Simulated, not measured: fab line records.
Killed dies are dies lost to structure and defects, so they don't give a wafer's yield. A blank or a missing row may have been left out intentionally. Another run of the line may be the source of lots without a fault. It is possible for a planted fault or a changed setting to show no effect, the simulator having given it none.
Problem report, 8D (eight disciplines) form, completed by code	flow sky130	the parts of the form that need people (team, actions taken, sign-off) are left out

## 1. WHAT WENT WRONG
Across 6 wafers from 2 lots, METAL2_ALCU_RS at SKY_METAL2_RS_MEAS_05 averages 0.1204 ohm/sq, while fault-free wafers read 0.1271 ohm/sq with a standard deviation of 0.0014. That puts it -4.8 standard deviations away from the usual mean.
The step: measures by four-point-probe.
First seen on wafer L780.2, day 40 15:14, on film-metro-01. Wafers with a number at this step in the record: 33, from 11 lots. Rule for "out" (also "out of limits"): further than 4 standard deviations from the usual mean. All remaining wafers that have a number are taken as sound.

## 2. WHAT IT IS, AND WHAT IT ISN'T
question	is	is not
which readings at this step	METAL2_ALCU_RS	-
which lots	L780, L782	L759, L760, L761, L764, L765, L766, L768, L769, L770
which wafers of those lots	all that have a number	-
read on which gauges	film-metro-01, film-metro-04	film-metro-03
when	from day 40 15:14	up to then (27 sound wafers)

## 3. WHAT RULES OUT EACH SUSPECT
Counting: a tool stays on the suspect list if, at a process step up to the reading, it processed all lots that are out and no sound lot following the first of them.
- the gauge at SKY_METAL2_RS_MEAS_05 is ruled out. The wafers that are out were read on 2 gauges (film-metro-01, film-metro-04).
- pvd-sputter-02 at SKY_METAL2_SPUTTER_02 (material AlCu, target thk 250 nm, time 13.3 s): kept. It processed each lot that is out, first L780 at day 40 15:07, and no sound lot thereafter; up to then, the last sound lot it processed was L770 at day 38 00:41. Out on those wafers are its own readings of chamber-pressure-pa.
Remaining after the count: pvd-sputter-02 at SKY_METAL2_SPUTTER_02.

## 4. THE CAUSE (what the simulator had put in)
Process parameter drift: pvd-sputter-02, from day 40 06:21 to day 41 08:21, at SKY_METAL2_SPUTTER_02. Setting chamber-pressure-pa shifted by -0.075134 from 0.4. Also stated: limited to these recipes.
The count eliminated every tool but this one.

## 5. THE CHAIN OF EFFECTS, in route order
Each row: a reading where the mean over the struck wafers with a number is more than 3 standard deviations away from the usual. Only readings whose record carries a usual standard deviation are examined. hours: median over the lots of the time between each lot's start at the first step of this table that gives one and its start at this step. sigmas: the change, counted in usual standard deviations.
hours	step	reading	usual	on struck wafers	change	sigmas
0	SKY_METAL2_SPUTTER_02	chamber-pressure-pa	0.4000 Pa	0.3247	-0.0753	-98
0	SKY_METAL2_SPUTTER_02	throttle-valve-pct	30.5 %	34.0	+3.5	+4.0
0	SKY_METAL2_RS_MEAS_05	METAL2_ALCU_RS	0.1271 ohm/sq	0.1204	-0.0067	-4.8
0	SKY_METAL2_THK_MEAS_06	METAL2_ALCU_THK	251 nm	262	+11	+3.7
Here are the process steps it includes:
- SKY_METAL2_SPUTTER_02: material AlCu, target thk 250 nm, time 13.3 s.

## 6. HOW IT WOULD HAVE BEEN CAUGHT EARLIER
In this record the first reading out of limits at a measuring or inspecting step was taken at day 40 15:14, 9 hours after the fault began at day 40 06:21.
Tool's own readings at SKY_METAL2_SPUTTER_02, chamber-pressure-pa: out on all struck wafers the step has rows for; an alarm limit on them would have tripped on the first.
L782, from the lots that are out (2), started SKY_METAL2_SPUTTER_02 on pvd-sputter-02 later than day 40 15:14. Had the tool been put on hold then, it would have been spared.
